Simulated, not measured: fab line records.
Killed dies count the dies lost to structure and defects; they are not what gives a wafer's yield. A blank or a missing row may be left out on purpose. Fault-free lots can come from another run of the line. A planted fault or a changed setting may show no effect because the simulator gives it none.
Which tool is to blame? + flow sky130 + 72 wafers from 24 lots sampled at 5 of the route's 708 steps

## WHAT THE GAUGES SHOWED, per wafer
SKY_CONTACT_BOW_MEAS_05. Usual: CONTACT_BOW gives 81 um (standard deviation 6.8).
| lot  | measured     | on            | CONTACT_BOW (um) | flag |
|------|--------------|---------------|------------------|------|
| L074 | day 30 00:38 | film_metro-03 | 87 86 81         |      |
| L075 | day 30 16:56 | film_metro-03 | 83 83 74         |      |
| L076 | day 30 20:24 | film_metro-02 | 75 69 79         |      |
| L077 | day 31 02:16 | film_metro-02 | 80 87 79         |      |
| L078 | day 31 11:14 | film_metro-02 | 79 71 78         |      |
| L079 | day 31 23:40 | film_metro-03 | 76 80 67         |      |
| L080 | day 32 12:38 | film_metro-01 | 90 86 88         |      |
| L081 | day 32 19:56 | film_metro-01 | 73 86 84         |      |
| L082 | day 33 06:11 | film_metro-01 | 92 85 87         |      |
| L084 | day 33 14:07 | film_metro-02 | 73 77 68         |      |
| L083 | day 33 16:52 | film_metro-02 | 86 82 87         |      |
| L085 | day 34 04:14 | film_metro-01 | 81 95 83         |      |
| L086 | day 34 11:07 | film_metro-02 | 86 81 77         |      |
| L087 | day 34 19:55 | film_metro-02 | 75 86 84         |      |
| L088 | day 35 03:36 | film_metro-02 | 87 71 67         |      |
| L089 | day 35 04:31 | film_metro-02 | 80 76 80         |      |
| L090 | day 35 13:44 | film_metro-01 | 86 74 93         |      |
| L091 | day 35 18:08 | film_metro-01 | 74 75 71         |      |
| L092 | day 36 07:24 | film_metro-02 | 94 88 78         |      |
| L093 | day 36 09:35 | film_metro-02 | 78 73 79         |      |
| L094 | day 36 16:56 | film_metro-03 | 76 80 78         |      |
| L095 | day 37 00:08 | film_metro-02 | 76 86 72         |      |
| L096 | day 37 04:03 | film_metro-01 | 80 91 71         |      |
| L097 | day 37 08:05 | film_metro-02 | 97 86 93         |      |

SKY_VIA1_OVL_MEAS_13. Usual: VIA1_OVL gives -2 nm (standard deviation 5.2).
| lot  | measured     | on         | VIA1_OVL (nm) | flag |
|------|--------------|------------|---------------|------|
| L074 | day 33 14:08 | overlay-02 | -9 -11 -7     |      |
| L075 | day 34 08:45 | overlay-02 | -2 6 0        |      |
| L076 | day 34 10:11 | overlay-01 | -1 -4 0       |      |
| L077 | day 34 14:49 | overlay-01 | -6 0 -2       |      |
| L078 | day 34 22:26 | overlay-02 | -12 -2 -6     |      |
| L079 | day 35 12:38 | overlay-01 | 2 6 7         |      |
| L080 | day 35 23:46 | overlay-02 | -2 0 -2       |      |
| L081 | day 36 07:59 | overlay-02 | -9 -5 -3      |      |
| L082 | day 36 17:26 | overlay-01 | 10 1 4        |      |
| L084 | day 37 01:28 | overlay-02 | 2 -8 -8       |      |
| L083 | day 37 03:07 | overlay-01 | -1 -2 -10     |      |
| L085 | day 37 14:41 | overlay-01 | -12 -4 -6     |      |
| L086 | day 37 21:20 | overlay-01 | 4 -1 1        |      |
| L087 | day 38 05:10 | overlay-02 | -8 -5 -2      |      |
| L088 | day 38 13:47 | overlay-02 | -7 -5 1       |      |
| L089 | day 38 13:07 | overlay-02 | 0 -12 -8      |      |
| L090 | day 38 22:02 | overlay-02 | -7 3 8        |      |
| L091 | day 39 02:07 | overlay-01 | 1 0 2         |      |
| L092 | day 39 15:08 | overlay-02 | 4 -3 -4       |      |
| L093 | day 39 18:31 | overlay-01 | 10 3 6        |      |
| L094 | day 40 01:01 | overlay-02 | 0 -9 -6       |      |
| L095 | day 40 07:19 | overlay-01 | -3 -4 -3      |      |
| L096 | day 40 11:25 | overlay-02 | -2 3 -1       |      |
| L097 | day 40 15:55 | overlay-02 | -4 -5 2       |      |

SKY_VIA2_OVL_MEAS_13. Usual: VIA2_OVL gives 3 nm (standard deviation 5.7).
| lot  | measured     | on         | VIA2_OVL (nm) | flag |
|------|--------------|------------|---------------|------|
| L074 | day 35 21:56 | overlay-02 | 1 6 6         |      |
| L075 | day 36 16:17 | overlay-01 | 0 5 2         |      |
| L076 | day 36 18:53 | overlay-01 | 6 6 11        |      |
| L077 | day 36 21:50 | overlay-02 | 5 2 2         |      |
| L078 | day 37 05:31 | overlay-01 | 1 2 -4        |      |
| L079 | day 37 19:15 | overlay-01 | 12 6 11       |      |
| L080 | day 38 06:32 | overlay-02 | -1 -2 5       |      |
| L081 | day 38 14:38 | overlay-01 | -4 -9 -8      |      |
| L082 | day 39 00:11 | overlay-01 | 0 0 4         |      |
| L084 | day 39 07:17 | overlay-01 | 9 -2 -4       |      |
| L083 | day 39 09:47 | overlay-01 | 7 8 7         |      |
| L085 | day 39 20:04 | overlay-01 | 5 0 1         |      |
| L086 | day 40 03:38 | overlay-01 | -2 7 -1       |      |
| L087 | day 40 09:53 | overlay-02 | -6 -5 -4      |      |
| L088 | day 40 18:49 | overlay-01 | 11 7 11       |      |
| L089 | day 40 17:47 | overlay-02 | 2 3 9         |      |
| L090 | day 41 03:44 | overlay-01 | 7 3 4         |      |
| L091 | day 41 07:02 | overlay-01 | 6 -3 -3       |      |
| L092 | day 41 18:50 | overlay-01 | -8 -1 -1      |      |
| L093 | day 41 22:11 | overlay-01 | 4 0 1         |      |
| L094 | day 42 05:07 | overlay-02 | 3 5 6         |      |
| L095 | day 42 10:38 | overlay-01 | -4 4 -1       |      |
| L096 | day 42 14:23 | overlay-02 | 2 8 4         |      |
| L097 | day 42 18:14 | overlay-01 | 14 12 10      |      |

## WHICH TOOL RAN EACH LOT (tool, then ch and the chambers of the sampled wafers, then the start)
| lot  | SKY_LOCAL_INTERCONNECT_SPUTTER_00 | SKY_METAL1_METAL_ETCH_19          |
|------|-----------------------------------|-----------------------------------|
| L074 | pvd_sputter-04, day 28 18:19      | rie_metal-03 ch 0,1, day 32 09:23 |
| L075 | pvd_sputter-04, day 29 11:25      | rie_metal-03 ch 1, day 33 02:45   |
| L076 | pvd_sputter-01, day 29 14:53      | rie_metal-03 ch 1, day 33 06:08   |
| L077 | pvd_sputter-01, day 29 21:05      | rie_metal-03 ch 1, day 33 10:48   |
| L078 | pvd_sputter-04, day 30 05:51      | rie_metal-01 ch 0,1, day 33 19:25 |
| L079 | pvd_sputter-02, day 30 18:23      | rie_metal-03 ch 0,1, day 34 09:16 |
| L080 | pvd_sputter-04, day 31 07:13      | rie_metal-03 ch 0,1, day 34 20:17 |
| L081 | pvd_sputter-02, day 31 14:26      | rie_metal-03 ch 0,1, day 35 04:01 |
| L082 | pvd_sputter-04, day 32 00:31      | rie_metal-03 ch 0,1, day 35 14:20 |
| L084 | pvd_sputter-04, day 32 09:37      | rie_metal-01 ch 0, day 35 21:29   |
| L083 | pvd_sputter-02, day 32 12:20      | rie_metal-04 ch 0,1, day 35 23:55 |
| L085 | pvd_sputter-04, day 32 23:23      | rie_metal-04 ch 0,1, day 36 10:42 |
| L086 | pvd_sputter-02, day 33 05:38      | rie_metal-01 ch 0,1, day 36 17:54 |
| L087 | pvd_sputter-02, day 33 15:58      | rie_metal-04 ch 0,1, day 37 01:56 |
| L088 | pvd_sputter-04, day 33 23:47      | rie_metal-01 ch 0,1, day 37 10:26 |
| L089 | pvd_sputter-04, day 34 00:05      | rie_metal-03 ch 0,1, day 37 10:03 |
| L090 | pvd_sputter-02, day 34 10:11      | rie_metal-04 ch 0,1, day 37 19:18 |
| L091 | pvd_sputter-02, day 34 13:50      | rie_metal-03 ch 0, day 37 23:08   |
| L092 | pvd_sputter-02, day 35 03:08      | rie_metal-04 ch 0,1, day 38 13:05 |
| L093 | pvd_sputter-01, day 35 06:02      | rie_metal-01 ch 1, day 38 15:35   |
| L094 | pvd_sputter-04, day 35 13:13      | rie_metal-04 ch 0,1, day 38 22:33 |
| L095 | pvd_sputter-02, day 35 20:23      | rie_metal-01 ch 1, day 39 04:36   |
| L096 | pvd_sputter-01, day 36 00:48      | rie_metal-01 ch 0,1, day 39 08:36 |
| L097 | pvd_sputter-04, day 36 04:47      | rie_metal-04 ch 0,1, day 39 13:34 |
- SKY_LOCAL_INTERCONNECT_SPUTTER_00: material TiN, target thk 100 nm, time 83.3 s.
- SKY_METAL1_METAL_ETCH_19: etches the open film in Cl2/BCl3, stops on SiO2, target depth 360 nm, time 78 s.

## WHAT THE TOOLS THEMSELVES READ (means of the sampled wafers that have a number; where no wafer has one, the mark that the record gives instead)
SKY_LOCAL_INTERCONNECT_SPUTTER_00. Usual: chamber_pressure_pa 0.4000 Pa, standard deviation 0.00076; throttle_valve_pct 30.2 %, standard deviation 0.95.
| lot  | tool           | chamber_pressure_pa (Pa) | throttle_valve_pct (%) | flag |
|------|----------------|--------------------------|------------------------|------|
| L074 | pvd_sputter-04 | 0.3999                   | 30.7                   |      |
| L075 | pvd_sputter-04 | 0.3998                   | 30.7                   |      |
| L076 | pvd_sputter-01 | 0.4005                   | 29.9                   |      |
| L077 | pvd_sputter-01 | 0.3999                   | 30.9                   |      |
| L078 | pvd_sputter-04 | 0.3991                   | 30.9                   |      |
| L079 | pvd_sputter-02 | 0.4001                   | 30.1                   |      |
| L080 | pvd_sputter-04 | 0.3999                   | 30.6                   |      |
| L081 | pvd_sputter-02 | 0.3998                   | 29.3                   |      |
| L082 | pvd_sputter-04 | 0.4000                   | 30.8                   |      |
| L084 | pvd_sputter-04 | 0.4005                   | 30.6                   |      |
| L083 | pvd_sputter-02 | 0.4005                   | 29.8                   |      |
| L085 | pvd_sputter-04 | 0.3999                   | 30.9                   |      |
| L086 | pvd_sputter-02 | 0.4000                   | 29.8                   |      |
| L087 | pvd_sputter-02 | 0.3996                   | 29.2                   |      |
| L088 | pvd_sputter-04 | 0.3998                   | 31.2                   |      |
| L089 | pvd_sputter-04 | 0.3999                   | 31.0                   |      |
| L090 | pvd_sputter-02 | 0.4013                   | 30.1                   |      |
| L091 | pvd_sputter-02 | 0.3998                   | 30.1                   |      |
| L092 | pvd_sputter-02 | 0.3998                   | 28.7                   |      |
| L093 | pvd_sputter-01 | 0.4001                   | 30.2                   |      |
| L094 | pvd_sputter-04 | 0.3995                   | 30.8                   |      |
| L095 | pvd_sputter-02 | 0.3998                   | 28.3                   |      |
| L096 | pvd_sputter-01 | 0.3997                   | 30.4                   |      |
| L097 | pvd_sputter-04 | 0.4003                   | 30.4                   |      |

SKY_METAL1_METAL_ETCH_19. Usual: bias_w 49.24 W, standard deviation 0.16; chamber_pressure_mTorr 10.002 mTorr, standard deviation 0.0091; drypump_motor_current_A 5.8 A, standard deviation 0.35; oes_product_au 0.854 a.u., standard deviation 0.0061; throttle_valve_pct 22.265 %, standard deviation 0.0091.
| lot  | tool         | bias_w (W) | chamber_pressure_mTorr (mTorr) | drypump_motor_current_A (A) | oes_product_au (a.u.) | throttle_valve_pct (%) | flag |
|------|--------------|------------|--------------------------------|-----------------------------|-----------------------|------------------------|------|
| L074 | rie_metal-03 | 49.34      | 9.996                          | 5.5                         | 0.842                 | 22.259                 |      |
| L075 | rie_metal-03 | 49.34      | 9.992                          | 5.9                         | 0.851                 | 22.255                 |      |
| L076 | rie_metal-03 | 49.03      | 9.995                          | 5.9                         | 0.858                 | 22.262                 |      |
| L077 | rie_metal-03 | 49.26      | 10.005                         | 5.9                         | 0.852                 | 22.267                 |      |
| L078 | rie_metal-01 | 49.28      | 10.002                         | 5.7                         | 0.851                 | 22.264                 |      |
| L079 | rie_metal-03 | 49.02      | 10.005                         | 5.5                         | 0.860                 | 22.264                 |      |
| L080 | rie_metal-03 | 49.14      | 10.004                         | 5.7                         | 0.858                 | 22.256                 |      |
| L081 | rie_metal-03 | 49.06      | 10.003                         | 5.7                         | 0.857                 | 22.271                 |      |
| L082 | rie_metal-03 | 49.20      | 9.995                          | 5.5                         | 0.853                 | 22.260                 |      |
| L084 | rie_metal-01 | 49.39      | 9.990                          | 5.5                         | 0.857                 | 22.272                 |      |
| L083 | rie_metal-04 | 49.15      | 10.002                         | 5.9                         | 0.857                 | 22.265                 |      |
| L085 | rie_metal-04 | 49.27      | 10.001                         | 5.9                         | 0.857                 | 22.270                 |      |
| L086 | rie_metal-01 | 49.25      | 9.994                          | 5.8                         | 0.848                 | 22.261                 |      |
| L087 | rie_metal-04 | 49.37      | 10.009                         | 6.2                         | 0.863                 | 22.263                 |      |
| L088 | rie_metal-01 | 49.18      | 9.999                          | 5.7                         | 0.856                 | 22.275                 |      |
| L089 | rie_metal-03 | 49.46      | 10.005                         | 5.5                         | 0.855                 | 22.263                 |      |
| L090 | rie_metal-04 | 49.12      | 9.997                          | 5.9                         | 0.848                 | 22.265                 |      |
| L091 | rie_metal-03 | 49.08      | 10.006                         | 5.3                         | 0.853                 | 22.272                 |      |
| L092 | rie_metal-04 | 49.25      | 10.001                         | 5.9                         | 0.856                 | 22.268                 |      |
| L093 | rie_metal-01 | 49.36      | 9.997                          | 6.0                         | 0.857                 | 22.256                 |      |
| L094 | rie_metal-04 | 49.19      | 9.999                          | 6.2                         | 0.859                 | 22.273                 |      |
| L095 | rie_metal-01 | 49.24      | 9.994                          | 6.0                         | 0.853                 | 22.266                 |      |
| L096 | rie_metal-01 | 49.27      | 10.011                         | 5.7                         | 0.856                 | 22.262                 |      |
| L097 | rie_metal-04 | 49.29      | 10.000                         | 5.9                         | 0.847                 | 22.258                 |      |

## THE ANSWER, worked out from the rows above alone
Rule: a lot counts as off when the mean over its wafers that have a number is more than 3 standard deviations away from the usual mean. A lot without any number at a reading at which 4 lots or more have one is off too. Where the step has rows for the other lots, those lots are counted as sound. After the gauges, taken in route order, come the tools' own readings; for these a lot's mean is taken, as printed above. The first step at which some lot is off is used, and at that step the reading that is off furthest; a lot without a number counts as furthest.
None of the lots is off at any reading shown; this tells nothing.

## WHAT THE SIMULATOR HAD INSERTED
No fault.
